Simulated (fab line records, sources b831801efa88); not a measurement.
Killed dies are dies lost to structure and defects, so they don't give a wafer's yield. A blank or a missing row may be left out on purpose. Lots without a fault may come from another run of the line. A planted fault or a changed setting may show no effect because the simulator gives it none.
Which tool did it? | flow sky130 | 14 lots, 42 wafers sampled, at 2 steps of a route of 708

WHAT THE GAUGES READ, wafer by wafer
The record holds no reading of a measuring or inspecting step that can be judged against a usual standard deviation.

WHICH TOOL RAN EACH LOT (tool, then ch and the chambers of the sampled wafers, then the start)
lot  | SKY_DNWELL_COAT_02               | SKY_DNWELL_STRIP_08
L310 | litho_track-02 ch 0, day 2 21:28 | plasma_asher-02 ch 0,1, day 3 05:59
L311 | litho_track-03 ch 0, day 3 05:07 | plasma_asher-03 ch 0,1, day 3 13:25
L312 | litho_track-04 ch 0, day 3 07:19 | plasma_asher-01 ch 0,1, day 3 15:17
L313 | litho_track-03 ch 0, day 3 11:10 | plasma_asher-02 ch 0,1, day 3 19:01
L314 | litho_track-02 ch 0, day 4 06:20 | plasma_asher-02 ch 0,1, day 4 14:41
L315 | litho_track-04 ch 0, day 4 15:40 | plasma_asher-03 ch 0,1, day 5 00:05
L316 | litho_track-04 ch 0, day 4 19:13 | plasma_asher-03 ch 1, day 5 04:37
L318 | litho_track-02 ch 0, day 4 22:19 | plasma_asher-03 ch 0,1, day 5 07:07
L319 | litho_track-03 ch 0, day 5 03:59 | plasma_asher-03 ch 0,1, day 5 13:01
L320 | litho_track-03 ch 0, day 5 08:55 | plasma_asher-03 ch 0,1, day 5 18:04
L323 | litho_track-03 ch 0, day 5 21:05 | plasma_asher-02 ch 1, day 6 06:52
L324 | litho_track-02 ch 0, day 6 02:40 | plasma_asher-03 ch 0,1, day 6 13:19
L329 | litho_track-04 ch 0, day 7 05:58 | plasma_asher-02 ch 0,1, day 7 15:52
L332 | litho_track-02 ch 0, day 7 16:14 | plasma_asher-01 ch 0,1, day 8 02:43
- SKY_DNWELL_COAT_02: resist thk 3000 nm.
- SKY_DNWELL_STRIP_08: strips in O2/N2.

WHAT THE TOOLS THEMSELVES READ (means of the sampled wafers that have a number; where no wafer has one, the mark that the record gives instead)
SKY_DNWELL_STRIP_08. Usual: chamber_pressure_mTorr 1500.2 mTorr, standard deviation 1.4; drypump_motor_current_A 5.9 A, standard deviation 0.36; oes_product_au 0.722 a.u., standard deviation 0.0047; strip_time_to_endpoint_s 36.93 s, standard deviation 0.11.
lot  | tool            | chamber_pressure_mTorr (mTorr) | drypump_motor_current_A (A) | oes_product_au (a.u.) | strip_time_to_endpoint_s (s) | flag
L310 | plasma_asher-02 | 1499.7                         | 6.0                         | 0.722                 | 36.87                        |
L311 | plasma_asher-03 | 1500.1                         | 5.8                         | 0.721                 | 36.85                        |
L312 | plasma_asher-01 | 1500.7                         | 5.8                         | 0.725                 | 36.78                        |
L313 | plasma_asher-02 | 1499.9                         | 6.3                         | 0.721                 | 36.87                        |
L314 | plasma_asher-02 | 1501.0                         | 6.0                         | 0.729                 | 36.88                        |
L315 | plasma_asher-03 | 1501.3                         | 5.7                         | 0.722                 | 36.79                        |
L316 | plasma_asher-03 | 1501.1                         | 5.6                         | 0.717                 | 36.88                        |
L318 | plasma_asher-03 | 1499.9                         | 5.8                         | 0.728                 | 37.00                        |
L319 | plasma_asher-03 | 1500.3                         | 5.8                         | 0.720                 | 36.89                        |
L320 | plasma_asher-03 | 1501.6                         | 5.7                         | 0.716                 | 33.90                        | OFF
L323 | plasma_asher-02 | 1500.0                         | 5.8                         | 0.719                 | 34.03                        | OFF
L324 | plasma_asher-03 | 1500.2                         | 5.8                         | 0.723                 | 37.02                        |
L329 | plasma_asher-02 | 1499.4                         | 6.3                         | 0.725                 | 37.02                        |
L332 | plasma_asher-01 | 1498.3                         | 5.6                         | 0.722                 | 36.91                        |

THE ANSWER, worked out from the rows above alone
Rule: a lot is off if the mean of its wafers that have a number lies more than 3 standard deviations from the usual mean. A lot without any number at a reading at which 4 lots or more have one is off too. The other lots that the step has rows for count as sound. The gauges are gone through in route order, then the tools' own readings, and for those a lot's mean is taken as printed above. The first step at which some lot is off is used, and at that step the reading that is off furthest; a lot without a number counts as furthest.
Off: L320, L323, at SKY_DNWELL_STRIP_08 (strip_time_to_endpoint_s).
A tool fits if, at that step or a process step before it, it ran every lot that is off, and no sound lot after the first of them. One fits: litho_track-03 at SKY_DNWELL_COAT_02. Its last sound lot is L319 (day 5 03:59), its first lot that is off L320 (day 5 08:55): a fault that began between those two fits.

WHAT THE SIMULATOR HAD PUT IN
Process parameter drift: litho_track-03, from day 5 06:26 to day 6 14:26, at SKY_DNWELL_COAT_02. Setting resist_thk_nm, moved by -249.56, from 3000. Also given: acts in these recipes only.
Lots struck among those shown: L320, L323. The rule above found the same.
